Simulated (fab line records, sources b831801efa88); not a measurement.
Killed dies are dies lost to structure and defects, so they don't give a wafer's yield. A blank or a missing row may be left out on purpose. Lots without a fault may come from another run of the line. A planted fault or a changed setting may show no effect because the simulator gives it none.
One fault seen from 2 desks | flow sky130 | each desk has only its own numbers; what lay behind them comes last

THE TOOL OWNER'S DESK: iline_stepper-01
The tool's own readings at SKY_VT_ADJUST_LVTN_EXPOSE_04 (exposes mask NWM COMPLEMENT LESS NATIVE, target cd 840 nm): means of the sampled wafers that have a number, for each lot that ran on this tool. A lot is out of limits, marked OUT, if its mean lies more than 4 standard deviations from the usual mean; the brackets give that distance.
Columns: A = exposure_dose_mJ_cm2 at SKY_VT_ADJUST_LVTN_EXPOSE_04, usual 194.00
lot  | first seen here | A
L390 | day 7 11:32     | 193.98
L393 | day 7 19:18     | 194.12
L397 | day 8 23:05     | 194.12
L399 | day 9 05:11     | 186.51 (-39) OUT
L402 | day 10 00:49    | 186.72 (-38) OUT
L403 | day 10 08:32    | 186.52 (-39) OUT
This desk's finding: out of limits on L399, L402, L403; first on L399, day 9 05:11 (exposure_dose_mJ_cm2 at SKY_VT_ADJUST_LVTN_EXPOSE_04). In limits: L390, L393, L397.

THE METROLOGY DESK
What the gauges read, lot by lot, whatever tool the lot ran on: means of the sampled wafers that have a number. A lot is out of limits, marked OUT, if its mean lies more than 4 standard deviations from the usual mean; the brackets give that distance.
Columns: A = NWELL_OXIDATION_THK at SKY_NWELL_THK_MEAS_02, usual 10.02 nm; B = VT_ADJUST_LVTN_TW at SKY_VT_ADJUST_LVTN_TW_MEAS_10, usual 239.4
lot  | first seen here | A     | B
L390 | day 3 10:12     | 10.36 | 240.4
L391 | day 3 10:12     | 9.80  | 240.1
L392 | day 3 14:17     | 10.11 | 240.4
L393 | day 3 14:20     | 10.27 | 239.6
L395 | day 3 23:52     | 10.09 | 240.3
L397 | day 4 12:31     | 9.99  | 237.3
L398 | day 4 12:31     | 10.11 | 237.4
L399 | day 4 17:49     | 10.30 | 239.3
L402 | day 5 07:32     | 9.95  | 239.4
L403 | day 5 16:24     | 9.90  | 239.8
L405 | day 6 01:47     | 10.11 | 238.7
L410 | day 7 07:25     | 10.08 | 237.9
L412 | day 7 12:49     | 9.75  | 239.8
This desk's finding: nothing out of limits on any of the 13 lots.

PUT TOGETHER
The tool owner's desk could have raised an alarm at day 9 05:11, on L399, L402, L403.
The metrology desk saw nothing out of limits.
The metrology desk has L399, L402, L403 on record, within its limits.
Of the lots named, all ran SKY_VT_ADJUST_LVTN_EXPOSE_04 on iline_stepper-01.

WHAT THE SIMULATOR HAD PUT IN
Process parameter drift: iline_stepper-01, from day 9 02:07 on, at SKY_VT_ADJUST_LVTN_EXPOSE_04. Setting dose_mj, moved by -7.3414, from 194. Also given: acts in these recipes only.
Lots struck among those shown: L399, L402, L403.
Hours from the fault's start to each desk's first reading out of limits: the tool owner's desk, 3.
